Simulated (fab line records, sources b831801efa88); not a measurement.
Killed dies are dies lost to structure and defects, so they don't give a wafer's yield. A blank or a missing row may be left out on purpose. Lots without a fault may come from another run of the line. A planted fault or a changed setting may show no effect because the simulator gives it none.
fab line records | flow sky130
record lots=5 wafers=15 last_day=50
route steps=708 shown GATE_OXIDE@192 POLY_GATE@204 RES_PROTECT@206 PAD_OPEN@708
lots that met no fault: from a run of the same line without faults
start_h: hours from the record's first day to the start of the lot's first wafer shown | wait_h: hours since the lot's step before | " the same as in the row above | L1.1+2: a row that stands for several wafers | - no value, or no start given | * or withheld: withheld | < > ~ a bound
route shown NAME@n: a module of which the file shows steps, and the number in the route of the first | usual: mean/standard deviation of fault-free wafers | same: alike in all rows | chamber/n: place in a boat | sites: the reading at each site | _std_site: their standard deviation | _edge_site: outer sites' mean less inner sites' | radius_mm: how far each site lies from the wafer's centre | mask NAME#n: copy n | behind: the tool/chamber that last shaped the wafer | hold: why the lot was held/for how many hours/how that ended | device: the transistor (n, p or np) that didn't switch | end of line: the same wafers' tests at the end of the route | a step without rows: its recipe alone | killed: dies lost to structure and defects at the first sort, not the wafer's yield | map: a wafer's dies, x killed, . not, _ none there
set.NAME: the setting as run; set.NAME@STEP: as run at that earlier step | model.NAME: the simulator's own value behind a step, which no gauge read
lots at some steps of the route; a table a step, a row a wafer
services: from which hour (start_h, from the record's first day; less than 0 if before it) a tool's chamber was out of use, for how many hours, and why
## steps
# step SKY_GATE_OXIDE_COAT_05
# recipe resist=NOVOLAK spin_rpm=3000 resist_thk_nm=1140
# step SKY_GATE_OXIDE_SOFTBAKE_06
# recipe temp_c=90 time_s=60 resist=NOVOLAK
# step SKY_GATE_OXIDE_EXPOSE_07
# recipe mask_id=LVOM na=0.6 source_shape=conventional sigma_outer=0.6 polarization=unpolarized target_cd_nm=600 dose_mj=170
# step SKY_GATE_OXIDE_PEB_08
# recipe temp_c=withheld time_s=* resist=NOVOLAK
# step SKY_GATE_OXIDE_DEVELOP_09
# recipe resist=NOVOLAK developer=TMAH develop_time_s=60 dev_temp_c=23
# step SKY_GATE_OXIDE_IMPLANT_11
# recipe species=B energy_kev=10 dose_cm2=2.6e+12 tilt_deg=withheld
# step SKY_GATE_OXIDE_WET_ETCH_12
# recipe chemistry=dHF target_depth_nm=16.8 dry=n2_spin target=SiO2 dilution=100:1 temp_c=25 time_s=336
# step SKY_GATE_OXIDE_STRIP_13
# recipe chemistry=O2/N2 power_w=1400 pressure_mtorr=1500 platen_temp_c=withheld o2_flow_sccm=3000 n2_flow_sccm=300 overash_fraction=0.5
# step SKY_GATE_OXIDE_CLEAN_15
# recipe chemistry=SC1/SC2 mix=1:4:20 temp_c=70 time_s=150 dry=n2_spin
# step SKY_GATE_OXIDE_OXIDATION_16
# recipe temp_c=800 ambient=O2 idle_temp_c=700 ramp_up_c_per_min=10 ramp_down_c_per_min=3 stabilise_s=600 purge_s=300 target_thk_a=35.7 ox_time_s=1915
# step SKY_POLY_GATE_CVD_00
# recipe material=poly-Si target_thk_nm=180 temp_c=620 time_s=720 pressure_mtorr=200
# usual pressure_mtorr=200.1/0.42 zone_power_upper_pct=7.4/0.56
# columns lot.wafer tool chamber start_h wait_h pressure_mtorr zone_power_upper_pct model.poly-Si_of_POLY_GATE_CVD_00.thk_nm
L962.1 lpcvd-01 0 295.95 0.0 200.2 6.9 177.8
L962.5 " 0 " " 200.1 7.0 178.6
L962.6 " 0 " " 200.0 6.9 179.3
L974.1 lpcvd-01 1 414.37 0.0 99.5 8.1 126.8
L974.4 " 1 " " 99.6 8.1 125.9
L974.6 " 1 " " 99.4 8.0 127
L975.1 lpcvd-01 0 418.57 0.0 100.2 6.9 125.3
L975.2 " 0 " " 100.0 6.9 124.5
L975.5 " 0 " " 100.4 6.9 124.5
L976.2 lpcvd-01 1 425.97 0.0 99.9 8.1 128.2
L976.3 " 1 " " 100.5 8.1 127.6
L976.5 " 1 " " 99.6 7.8 128.3
L983.1 lpcvd-01 1 490.25 0.0 200.4 8.0 180.2
L983.2 " 1 " " 200.7 8.1 181
L983.4 " 1 " " 200.9 8.2 180.3
# step SKY_POLY_GATE_THK_MEAS_01
# recipe reads=poly-Si_of_POLY_GATE_CVD_00
# usual POLY_GATE_CVD_00_THK=179.7/1.9
# columns lot.wafer tool chamber start_h wait_h POLY_GATE_CVD_00_THK[nm]
L962.1 film_metro-02 - 297.15 0.0 177.8
L962.5 " - " " 178.7
L962.6 " - " " 179.2
L974.1 film_metro-03 - 416.17 0.0 126.9
L974.4 " - " " 126.0
L974.6 " - " " 127.0
L975.1 film_metro-02 - 420.37 0.0 125.4
L975.2 " - " " 124.5
L975.5 " - " " 124.5
L976.2 film_metro-03 - 427.78 0.0 128.3
L976.3 " - " " 127.7
L976.5 " - " " 128.3
L983.1 film_metro-03 - 492.05 0.0 180.2
L983.2 " - " " 181.1
L983.4 " - " " 180.3
# step SKY_RES_PROTECT_DEHYDRATE_00
# recipe temp_c=200 time_s=60
# step SKY_RES_PROTECT_HMDS_01
# recipe prime_time_s=60 prime_temp_c=120
# step SKY_RES_PROTECT_COAT_02
# recipe resist=NOVOLAK spin_rpm=3000 resist_thk_nm=1140
# step SKY_RES_PROTECT_SOFTBAKE_03
# recipe temp_c=90 time_s=60 resist=NOVOLAK
# step SKY_RES_PROTECT_EXPOSE_04
# recipe mask_id=RPM na=0.6 source_shape=conventional sigma_outer=0.6 polarization=unpolarized target_cd_nm=1270 dose_mj=131
# step SKY_RES_PROTECT_PEB_05
# recipe temp_c=withheld time_s=* resist=NOVOLAK
# step SKY_RES_PROTECT_DEVELOP_06
# recipe resist=NOVOLAK developer=TMAH develop_time_s=60 dev_temp_c=23
# step SKY_POLY_GATE_IMPLANT_02
# recipe species=P energy_kev=30 dose_cm2=7.7e+15 tilt_deg=0
# step SKY_RES_PROTECT_STRIP_07
# recipe chemistry=O2/N2 power_w=1400 pressure_mtorr=1500 platen_temp_c=withheld o2_flow_sccm=3000 n2_flow_sccm=300 overash_fraction=0.5
# step SKY_RES_PROTECT_CLEAN_09
# recipe chemistry=SC1/SC2 mix=1:4:20 temp_c=70 time_s=150 dry=n2_spin
# step SKY_POLY_GATE_CVD_03
# recipe material=Si3N4 precursor=DCS/NH3 target_thk_nm=75 temp_c=770 time_s=1290 pressure_mtorr=250
# step SKY_POLY_GATE_DEHYDRATE_05
# recipe temp_c=200 time_s=60
# step SKY_POLY_GATE_HMDS_06
# recipe prime_time_s=60 prime_temp_c=120
# step SKY_POLY_GATE_COAT_07
# recipe resist=BARC temp_c=withheld time_s=withheld spin_rpm=3000 resist_thk_nm=108.9
# step SKY_POLY_GATE_COAT_08
# recipe resist=KrF-thick spin_rpm=3000 resist_thk_nm=450
# step SKY_POLY_GATE_SOFTBAKE_09
# recipe temp_c=100 time_s=90 resist=KrF-thick
# step SKY_POLY_GATE_EXPOSE_10
# recipe mask_id=P1M na=0.68 source_shape=conventional sigma_outer=0.6 target_cd_nm=150 dose_mj=28
# step SKY_POLY_GATE_PEB_11
# recipe peb_temp_c=withheld peb_time_s=withheld resist=KrF-thick
# step SKY_POLY_GATE_DEVELOP_12
# recipe develop_time_s=60 resist=KrF-thick dev_temp_c=21
# step SKY_POLY_GATE_ETCH_15
# recipe chemistry=N2/H2 target=BARC ion_energy_ev=200 source_w=500 bias_w=100 pressure_mtorr=30 n2_flow_sccm=100 h2_flow_sccm=200 stop_on=SiO2 time_s=118.5 target_depth_a=1100
# step SKY_POLY_GATE_ETCH_16
# recipe stop_on=poly-Si chemistry=CH3F/O2 target=Si3N4 source_w=400 bias_w=80 pressure_mtorr=25 ch3f_flow_sccm=40 O2_flow_sccm=30 time_s=152.6 target_depth_a=750
# usual drypump_motor_current_A=5.7/0.34 oes_product_au=0.639/0.0047 throttle_valve_pct=10.536/0.0092
# columns lot.wafer tool chamber start_h wait_h drypump_motor_current_A oes_product_au rf_hours_counter_h throttle_valve_pct model.poly-Si_of_POLY_GATE_CVD_00.thk_nm
L962.1 rie_diel-02 1 353.21 0.0 5.1 0.635 91 10.542 176.7
L962.5 " 0 " " 5.5 0.638 - 10.537 177.5
L962.6 " 1 " " 5.1 0.636 - 10.536 178.2
L974.1 rie_diel-03 3 478.55 0.0 5.9 0.637 3 10.538 125.7
L974.4 " 1 " " 6.0 0.639 6 10.531 124.8
L974.6 " 2 " " 5.6 0.639 - 10.542 125.9
L975.1 rie_diel-01 3 483.96 0.0 6.1 0.635 0 10.548 124.2
L975.2 " 2 " " 5.3 0.648 78 10.532 123.4
L975.5 " 0 " " 5.8 0.650 - 10.537 123.4
L976.2 rie_diel-02 0 496.84 0.0 5.5 0.632 1 10.553 127.1
L976.3 " 1 " " 5.1 0.635 95 10.518 126.5
L976.5 " 3 " " 6.2 0.640 - 10.547 127.2
L983.1 rie_diel-03 2 552.75 0.0 5.6 0.632 76 10.539 179.1
L983.2 " 1 " " 6.0 0.639 7 10.538 179.9
L983.4 " 0 " " 6.0 0.631 67 10.529 179.2
# step SKY_POLY_GATE_ETCH_17
# recipe target_depth_nm=180 stop_on=SiO2 over_etch_frac=0.56667 chemistry=HBr/Cl2 target=poly-Si icp_w=400 bias_w=100 pressure_mtorr=10 HBr_flow_sccm=150 Cl2_flow_sccm=50 time_s=70.5
# usual drypump_motor_current_A=5.94/0.23 oes_product_au=0.982/0.0088 throttle_valve_pct=33.684/0.0092
# columns lot.wafer tool chamber start_h wait_h drypump_motor_current_A oes_product_au rf_hours_counter_h throttle_valve_pct model.etch.depth_nm model.POLY_GATE.feature_depth_nm
L962.1 rie_si-02 1 353.31 0.0 6.08 0.976 16 33.676 175.1 175.1
L962.5 " 0 " " 5.98 0.985 - 33.687 177.5 177.5
L962.6 " 3 " " 5.90 0.974 - 33.695 176.2 176.2
L974.1 rie_si-01 0 478.65 0.0 5.42 0.776 1 33.695 125.7 125.7
L974.4 " 1 " " 5.99 0.774 - 33.684 124.8 124.8
L974.6 " 0 " " 5.43 0.786 - 33.688 125.9 125.9
L975.1 rie_si-02 1 484.06 0.0 6.11 0.772 18 33.685 124.2 124.2
L975.2 " 0 " " 6.05 0.768 3 33.687 123.4 123.4
L975.5 " 2 " " 6.19 0.770 - 33.689 123.4 123.4
L976.2 rie_si-01 0 496.94 0.0 5.42 0.788 1 33.703 127.1 127.1
L976.3 " 1 " " 6.01 0.786 0 33.689 126.5 126.5
L976.5 " 0 " " 5.36 0.792 - 33.694 127.2 127.3
L983.1 rie_si-02 0 552.85 0.0 6.05 0.985 3 33.676 179.1 179.1
L983.2 " 1 " " 6.15 0.973 18 33.678 174.8 174.8
L983.4 " 3 " " 5.89 0.978 4 33.692 173.6 173.6
# step SKY_POLY_GATE_STRIP_18
# recipe chemistry=O2/N2 power_w=1400 pressure_mtorr=1500 platen_temp_c=withheld o2_flow_sccm=3000 n2_flow_sccm=300 overash_fraction=0.5
# step SKY_PAD_OPEN_PROBE_99
# usual killed_at_M0_to_M3=43/7 killed_at_M4_up=3.0/1.9 killed_at_contacts=24/4.6 killed_at_front_end=15/4.1 killed_at_other=0.3/0.52 killed_dies=84/9.7 killed_on_rim=16/3.6 killed_open=46/6.9 killed_short=38/6.8
# same gross_dies=492 killed_at_back_side=0
# columns lot.wafer tool chamber start_h wait_h killed_at_M0_to_M3 killed_at_M4_up killed_at_contacts killed_at_front_end killed_at_other killed_dies killed_on_rim killed_open killed_short model.etest.res_xhigh_po.line_ohm_um model.etest.res_high_po.line_ohm_um model.etest.res_xhigh_po.rs_ohm_sq model.etest.res_poly.line_ohm_um model.etest.tip_sonos.rs_ohm_sq model.etest.res_high_po.rs_ohm_sq model.etest.licon_high_po.rc_ohm model.etest.res_poly.rs_ohm_sq
L962.1 prober-01 - 1066.08 0.1 37 1 25 22 0 85 12 46 39 5640 747.2 1974 510.9 2777 263.2 335 48.78
L962.5 prober-01 - 1066.28 0.2 44 1 23 12 0 80 19 41 38 5774 750.3 2013 494.4 2695 263.7 344.4 48.47
L962.6 prober-01 - 1066.33 0.2 40 3 29 17 0 89 19 54 35 6048 774.9 2114 524.3 2722 270.1 351.8 49.39
L974.1 prober-02 - 1145.68 0.1 43 2 26 13 2 86 16 40 44 5476 1003 1890 711.9 2486 344.6 313.3 65.28
L974.4 prober-02 - 1145.83 0.2 50 5 28 20 2 105 19 50 51 5436 956.2 1877 695 2522 337.6 304.8 65.79
L974.6 prober-02 - 1145.93 0.2 43 1 24 19 1 88 13 53 34 5318 964.3 1885 691.5 2514 340.2 320.4 65.12
L975.1 prober-01 - 1150.93 0.1 41 9 26 11 1 88 14 41 46 5161 963.3 1828 690.4 2518 331.5 328.6 65.42
L975.2 prober-01 - 1150.98 0.1 50 5 33 12 0 100 20 46 54 5231 952.9 1859 671.4 2513 339.3 320.2 66.11
L975.5 prober-01 - 1151.13 0.2 46 2 24 17 1 90 15 44 45 5412 983.1 1904 711.5 2533 344.8 326.6 66.77
L976.2 prober-02 - 1157.38 0.1 48 3 29 15 0 95 19 56 39 5249 932.2 1824 675.4 2484 330.2 317.2 64.33
L976.3 prober-02 - 1157.43 0.2 50 1 20 12 0 83 13 45 38 5203 950.8 1864 660.3 2420 335.9 315.4 65.24
L976.5 prober-02 - 1157.53 0.2 46 3 33 15 0 97 15 55 42 5313 958.4 1829 713.9 2486 333.1 322.9 64.47
L983.1 prober-01 - 1188.53 0.1 39 2 30 10 0 81 15 35 46 5795 746.7 2008 502.6 2807 263.5 356.9 48.29
L983.2 prober-01 - 1188.58 0.1 44 5 17 12 1 79 18 47 31 5717 739.4 2027 488.6 2871 262.2 361.3 47.98
L983.4 prober-01 - 1188.68 0.2 41 1 17 11 1 71 14 38 33 5761 753.9 2026 503.9 2867 264 365.3 48.44
# killed by level:class
L962.1 VIA1:geometric_particle:open=11 CONTACT:geometric_particle:open=9 CONTACT:geometric_particle:short=7 VIA1:geometric_particle:short=7 LI_CONTACT:geometric_particle:open=6 VIA3:geometric_particle:open=6 FIELD_ISO:geometric_particle:short=5 POLY_GATE:geometric_particle:short=4
L962.5 VIA1:geometric_particle:open=16 POLY_GATE:geometric_particle:short=6 LOCAL_INTERCONNECT:geometric_particle:short=6 CONTACT:geometric_particle:open=6 METAL1:geometric_particle:short=6 CONTACT:geometric_particle:short=5 VIA2:geometric_particle:open=5 VIA3:geometric_particle:open=5
L962.6 CONTACT:geometric_particle:open=11 LI_CONTACT:geometric_particle:open=9 VIA1:geometric_particle:open=9 METAL2:geometric_particle:short=7 VIA2:geometric_particle:open=5 LOCAL_INTERCONNECT:geometric_particle:short=5 VIA3:geometric_particle:open=5 POLY_GATE:geometric_particle:open=4
L974.1 VIA2:geometric_particle:open=8 LI_CONTACT:geometric_particle:open=7 VIA1:geometric_particle:short=7 VIA1:geometric_particle:open=7 CONTACT:geometric_particle:open=6 METAL2:geometric_particle:short=6 POLY_GATE:geometric_particle:short=5 LOCAL_INTERCONNECT:geometric_particle:short=4
L974.4 VIA1:geometric_particle:open=12 LOCAL_INTERCONNECT:geometric_particle:short=9 METAL1:geometric_particle:short=9 VIA3:geometric_particle:open=8 CONTACT:geometric_particle:open=6 POLY_GATE:geometric_particle:short=5 VIA2:geometric_particle:open=5 METAL2:geometric_particle:short=5
L974.6 CONTACT:geometric_particle:open=10 VIA1:geometric_particle:open=10 FIELD_ISO:geometric_particle:open=8 METAL2:geometric_particle:short=6 LI_CONTACT:geometric_particle:open=5 LOCAL_INTERCONNECT:geometric_particle:short=5 VIA2:geometric_particle:open=5 VIA3:geometric_particle:open=5
L975.1 VIA1:geometric_particle:open=11 METAL2:geometric_particle:short=8 METAL4:geometric_particle:short=7 LOCAL_INTERCONNECT:geometric_particle:short=7 CONTACT:geometric_particle:short=7 LI_CONTACT:geometric_particle:open=5 CONTACT:geometric_particle:open=5 VIA3:geometric_particle:open=5
L975.2 METAL2:geometric_particle:short=9 CONTACT:geometric_particle:short=9 VIA2:geometric_particle:open=8 VIA1:geometric_particle:open=8 LI_CONTACT:geometric_particle:open=7 CONTACT:geometric_particle:open=7 VIA3:geometric_particle:open=7 LOCAL_INTERCONNECT:geometric_particle:short=6
L975.5 VIA1:geometric_particle:short=15 LI_CONTACT:geometric_particle:open=10 VIA2:geometric_particle:open=8 VIA1:geometric_particle:open=7 FIELD_ISO:geometric_particle:open=6 METAL2:geometric_particle:short=6 CONTACT:geometric_particle:open=5 POLY_GATE:geometric_particle:short=4
L976.2 VIA1:geometric_particle:open=13 CONTACT:geometric_particle:open=12 METAL2:geometric_particle:short=8 VIA2:geometric_particle:open=7 FIELD_ISO:geometric_particle:short=4 POLY_GATE:geometric_particle:short=4 CONTACT:geometric_particle:short=4 LI_CONTACT:geometric_particle:open=4
L976.3 VIA1:geometric_particle:open=15 VIA3:geometric_particle:open=11 METAL3:geometric_particle:short=6 LOCAL_INTERCONNECT:geometric_particle:short=5 METAL1:geometric_particle:short=5 LI_CONTACT:geometric_particle:short=4 LI_CONTACT:geometric_particle:open=4 FIELD_ISO:geometric_particle:short=3
L976.5 CONTACT:geometric_particle:open=17 METAL2:geometric_particle:short=11 VIA1:geometric_particle:open=9 LI_CONTACT:geometric_particle:open=8 METAL3:geometric_particle:short=6 POLY_GATE:geometric_particle:open=5 LI_CONTACT:geometric_particle:short=4 POLY_GATE:geometric_particle:short=4
L983.1 CONTACT:geometric_particle:open=9 LI_CONTACT:geometric_particle:short=8 METAL2:geometric_particle:short=8 METAL1:geometric_particle:short=7 LOCAL_INTERCONNECT:geometric_particle:short=7 LI_CONTACT:geometric_particle:open=6 VIA1:geometric_particle:open=6 VIA2:geometric_particle:open=5
L983.2 VIA2:geometric_particle:open=10 VIA1:geometric_particle:open=9 CONTACT:geometric_particle:open=8 VIA3:geometric_particle:open=6 FIELD_ISO:geometric_particle:short=4 VIA2:geometric_particle:short=4 METAL1:geometric_particle:short=4 FIELD_ISO:geometric_particle:open=3
L983.4 VIA1:geometric_particle:open=9 METAL2:geometric_particle:short=9 LI_CONTACT:geometric_particle:open=7 CONTACT:geometric_particle:short=5 VIA3:geometric_particle:open=5 FIELD_ISO:geometric_particle:open=4 METAL1:geometric_particle:short=4 VIA2:geometric_particle:open=4
## services
# columns tool chamber start_h hours kind
rie_si-02 2 288.64 - clean
rie_si-02 2 288.64 14.6 scheduled_down
rie_si-02 2 288.64 14.6 vent_cycle
rie_diel-02 3 322.65 4.2 repair
rie_diel-02 3 332.59 1.3 repair
rie_diel-01 - 365.83 0.4 repair
rie_si-01 0 373.10 - clean
rie_si-01 0 373.10 19.2 scheduled_down
rie_si-01 0 373.10 19.2 vent_cycle
rie_diel-02 2 382.81 4.2 repair
rie_diel-01 2 400.52 62.9 repair
rie_diel-01 1 403.69 10.2 repair
rie_diel-02 0 414.20 - clean
rie_diel-02 0 414.20 17.4 scheduled_down
rie_diel-02 0 414.20 17.4 vent_cycle
rie_diel-01 1 422.86 21.2 repair
rie_diel-01 - 423.64 0.8 repair
rie_si-02 1 436.71 2.1 repair
rie_diel-02 0 439.47 4.1 repair
rie_si-01 1 444.55 - clean
rie_diel-02 2 455.32 6.1 repair
rie_diel-02 3 458.50 3.1 repair
rie_diel-03 0 507.79 15.5 repair
rie_diel-01 3 543.71 7.1 repair
## key
first_sign step=SKY_POLY_GATE_CVD_00 reading=pressure_mtorr direction=down sigmas=99+ usual=200.1 struck=99.9
effect step=SKY_POLY_GATE_THK_MEAS_01 reading=POLY_GATE_CVD_00_THK direction=down sigmas=27 usual=179.7 struck=126.5
effect step=SKY_POLY_GATE_ETCH_17 reading=oes_product_au direction=down sigmas=23 usual=0.982 struck=0.779
model_effect step=SKY_POLY_GATE_CVD_00 value=poly-Si_of_POLY_GATE_CVD_00.thk_nm without=179.2 struck=126.5
model_effect step=SKY_POLY_GATE_ETCH_16 value=poly-Si_of_POLY_GATE_CVD_00.thk_nm without=178.1 struck=125.4
model_effect step=SKY_POLY_GATE_ETCH_17 value=etch.depth_nm without=177.9 struck=125.4
model_effect step=SKY_PAD_OPEN_PROBE_99 value=etest.res_xhigh_po.line_ohm_um without=5828 struck=5311
met_at SKY_POLY_GATE_CVD_00
struck_wafers L974.1,L974.4,L974.6,L975.1,L975.2,L975.5,L976.2,L976.3,L976.5
tester_left_out L974,L975,L976
onset_between 295.95 414.37
fault kind=process_parameter_drift tool=lpcvd-01 chamber=- onset_h=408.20 steps=SKY_POLY_GATE_CVD_00 channel=pressure_mtorr offset=-100 shape=step end_h=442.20 stated=200
# tester_left_out: of these lots the tester's yield and bins aren't shown, on N5 and GAA mostly nor the transistor test; their killed dies are dies lost to structure and defects alone, not to doping, threshold or leakage, so they don't give the yield
